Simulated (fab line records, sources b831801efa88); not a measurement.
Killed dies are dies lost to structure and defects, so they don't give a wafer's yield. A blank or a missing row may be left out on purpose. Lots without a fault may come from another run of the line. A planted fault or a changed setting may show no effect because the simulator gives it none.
A struck lot beside a sound one | flow sky130 | 43 steps out of a route of 708
Sound: wafers L265.2, L265.4, L265.5. Struck: wafer L278.3. (L278.1, L278.2 of the same lot were not struck and are left out.) The cause comes at the end.
At each step with rows: each side's tool, then ch and its chambers, then its first start. Under that, the readings that differ: sound wafers | struck wafers | difference of the means | sigmas: that difference in standard deviations of wafers without a fault.
alike: readings whose means differ by less than 2 such deviations, and words and numbers that are the same on both sides. not compared: withheld readings, readings that some wafer has no value for, bounds like >300 that may hide the same value, and numbers for which the record gives no deviation and whose values overlap.
The two part at a step that has a row with sigmas, a row that says differs or no value, or rows on one side only. Numbers that don't overlap but have no deviation are shown without sigmas and don't part them. A reading that every wafer of one side lacks parts them only if that side has two wafers or more.

first, 2 steps without rows for these wafers: SKY_LDD_LDN_PEB_05; SKY_LDD_LDN_DEVELOP_06 (develop time 60 s).
SKY_LDD_LDN_OVL_MEAS_07:
  sound on overlay-01, day 23 10:50; struck on overlay-02, day 28 00:50
  alike: LDD_LDN_OVL
then, 4 steps without rows for these wafers: SKY_LDD_LDN_IMPLANT_08; SKY_LDD_LDN_IMPLANT_09; SKY_LDD_LDN_IMPLANT_10; SKY_LDD_LDN_IMPLANT_11.
SKY_LDD_LDN_STRIP_12: strips in O2/N2.
  sound on plasma_asher-01 ch 0,1, day 23 11:28; struck on plasma_asher-03 ch 0, day 28 01:28
  reading                     | sound          | struck | difference | sigmas
  drypump_motor_current_A (A) | 5.81 5.29 5.30 | 6.06   | +0.59      | +2
  alike: chamber_pressure_mTorr, oes_product_au, strip_time_to_endpoint_s
  not compared: rf_hours_counter_h
SKY_LDD_LDN_TW_MEAS_13:
  sound on film_metro-02, day 23 11:34; struck on film_metro-03, day 28 01:34
  reading    | sound          | struck | difference | sigmas
  LDD_LDN_TW | 1504 1494 1492 | 1472   | -25        | -2
then, 2 steps without rows for these wafers: SKY_LDD_LDN_CLEAN_14 (cleans in SC1/SC2, time 150 s); SKY_SPACER_CVD_00 (deposits Si3N4 from DCS/NH3, target thk 43.1 nm, time 740 s).
SKY_SPACER_THK_MEAS_01:
  sound on film_metro-01, day 23 13:34; struck on film_metro-03, day 28 02:53
  alike: SPACER_CVD_00_THK
SKY_SPACER_ETCHBACK_02: etches Si3N4 in CH3F/O2, stops on SiO2, time 46.7 s, target depth 45 nm.
  sound on rie_diel-02 ch 1,2,3, day 23 13:37; struck on rie_diel-04 ch 3, day 28 02:56
  alike: chamber_pressure_mTorr, drypump_motor_current_A, oes_product_au, rf_fwd_power_W, throttle_valve_pct
  not compared: rf_hours_counter_h
then, 8 steps without rows for these wafers: SKY_POLY_CUT_DEHYDRATE_00 (time 60 s); SKY_POLY_CUT_HMDS_01 (prime time 60 s); SKY_POLY_CUT_COAT_02 (resist thk 60 nm); SKY_POLY_CUT_COAT_03 (resist thk 450 nm); SKY_POLY_CUT_SOFTBAKE_04 (time 90 s); SKY_POLY_CUT_EXPOSE_05 (exposes mask NPCM, target cd 270 nm); SKY_POLY_CUT_PEB_06; SKY_POLY_CUT_DEVELOP_07 (develop time 60 s).
SKY_POLY_CUT_CD_MEAS_08: target cd 270 nm.
  sound on cd_sem-01, day 24 19:30; struck on cd_sem-01, day 29 06:54
  alike: cd_nm
SKY_POLY_CUT_OVL_MEAS_09:
  sound on overlay-02, day 24 19:36; struck on overlay-01, day 29 07:01
  alike: POLY_CUT_OVL
SKY_POLY_CUT_ETCH_10: etches BARC in N2/H2, stops on SiO2, time 45.9 s, target depth 60 nm.
  sound on rie_diel-02 ch 0,2, day 24 19:38; struck on rie_diel-01 ch 2, day 29 07:04
  alike: chamber_pressure_mTorr, drypump_motor_current_A, oes_product_au, rf_fwd_power_W, throttle_valve_pct
  not compared: rf_hours_counter_h
SKY_POLY_CUT_ETCH_11: etches Si3N4 in CF4/CH2F2/Ar, stops on poly-Si, time 42.5 s, target depth 60 nm.
  sound on rie_diel-02 ch 0,2, day 24 19:41; struck on rie_diel-01 ch 2, day 29 07:06
  alike: chamber_pressure_mTorr, drypump_motor_current_A, oes_product_au, rf_fwd_power_W, throttle_valve_pct
  not compared: rf_hours_counter_h
SKY_POLY_CUT_STRIP_12: strips in O2/N2.
  sound on plasma_asher-04 ch 1, day 24 19:43; struck on plasma_asher-04 ch 1, day 29 07:08
  alike: chamber_pressure_mTorr, drypump_motor_current_A, oes_product_au, strip_time_to_endpoint_s
  not compared: rf_hours_counter_h
then, 7 steps without rows for these wafers: SKY_SD_P_DEHYDRATE_00 (time 60 s); SKY_SD_P_HMDS_01 (prime time 60 s); SKY_SD_P_COAT_02 (resist thk 1140 nm); SKY_SD_P_SOFTBAKE_03 (time 60 s); SKY_SD_P_EXPOSE_04 (exposes mask PSDM, target cd 380 nm); SKY_SD_P_PEB_05; SKY_SD_P_DEVELOP_06 (develop time 60 s).
SKY_SD_P_CD_MEAS_07: target cd 380 nm.
  sound on cd_sem-01, day 26 01:22; struck on cd_sem-02, day 30 10:18
  alike: cd_nm
SKY_SD_P_OVL_MEAS_08:
  sound on overlay-02, day 26 01:29; struck on overlay-01, day 30 10:25
  alike: SD_P_OVL
then, 1 step without rows for these wafers: SKY_SD_P_IMPLANT_09.
SKY_SD_P_STRIP_10: strips in O2/N2.
  sound on plasma_asher-03 ch 0,1, day 26 01:40; struck on plasma_asher-02 ch 1, day 30 10:37
  alike: chamber_pressure_mTorr, drypump_motor_current_A, oes_product_au, strip_time_to_endpoint_s
  not compared: rf_hours_counter_h
SKY_SD_P_TW_MEAS_11:
  sound on film_metro-04, day 26 01:46; struck on film_metro-01, day 30 10:43
  reading | sound          | struck | difference | sigmas
  SD_P_TW | 2826 2825 2806 | 2879   | +60        | +2
then, 4 steps without rows for these wafers: SKY_RES_XHIGH_DEHYDRATE_00 (time 60 s); SKY_RES_XHIGH_HMDS_01 (prime time 60 s); SKY_RES_XHIGH_COAT_02 (resist thk 1140 nm); SKY_RES_XHIGH_SOFTBAKE_03 (time 60 s).
-- the record jumps here: 19 days lie between the struck wafers' starts before and after (it left off in module RES_XHIGH and takes up again in module PAD_OPEN, whose first step shown is number 708 of the route) --
SKY_PAD_OPEN_PROBE_99:
  the record has rows for the struck wafers here (prober-01, day 49 05:34) and none for the sound ones

WHERE THEY PART
First at SKY_LDD_LDN_STRIP_12; last, within this record, at SKY_PAD_OPEN_PROBE_99.

WHY: what the simulator had put in
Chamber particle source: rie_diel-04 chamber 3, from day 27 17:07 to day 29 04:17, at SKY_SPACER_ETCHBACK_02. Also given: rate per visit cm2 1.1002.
